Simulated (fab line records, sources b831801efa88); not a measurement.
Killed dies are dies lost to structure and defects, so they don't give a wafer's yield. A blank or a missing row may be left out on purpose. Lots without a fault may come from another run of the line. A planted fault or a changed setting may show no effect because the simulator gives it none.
Chamber matching | flow gf180mcu | GF_V3_ETCH_16 on rie_diel-01: 4 sister chambers
The step etches BARC in N2/H2. 4 wafers are shown with their chamber, then 8 later ones without.

WAFERS WITH THEIR CHAMBER
wafer  | chamber | drypump_motor_current_A (A)
L092.2 | 1       | 5.9
L092.4 | 0       | 5.9
L092.5 | 2       | 5.0
L096.1 | 3       | 6.7

WAFERS WITHOUT THEIR CHAMBER
wafer  | drypump_motor_current_A (A)
L096.2 | 5.0
L096.3 | 5.9
L096.4 | 6.8
L096.5 | 5.8
L096.6 | 5.0
L097.2 | 5.9
L097.4 | 5.9
L097.5 | 5.0

WHICH CHAMBER EACH WENT THROUGH
wafer  | from the rows above     | in truth
L096.2 | 2                       | 2
L096.3 | can't be placed: 0 or 1 | 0
L096.4 | 3                       | 3
L096.5 | can't be placed: 0 or 1 | 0
L096.6 | 2                       | 2
L097.2 | can't be placed: 0 or 1 | 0
L097.4 | can't be placed: 0 or 1 | 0
L097.5 | 2                       | 2
Placed correctly: 4 of 8. Can't be placed from these rows: 4 (the true chamber is among the candidates in 4). Placed wrongly: 0.
How it was worked out, from the rows above alone: a wafer's distance from a chamber is the root of the sum, over the readings, of the square of ((its reading less the chamber's mean) divided by the reading's scatter). The wafer belongs to the nearest chamber; if the next one is less than 2 further off, it can't be placed. A chamber's mean is the mean of its shown wafers. The scatter: with one shown wafer a chamber, the root of the mean of the squares of how far each hidden wafer lies from its nearest shown one.
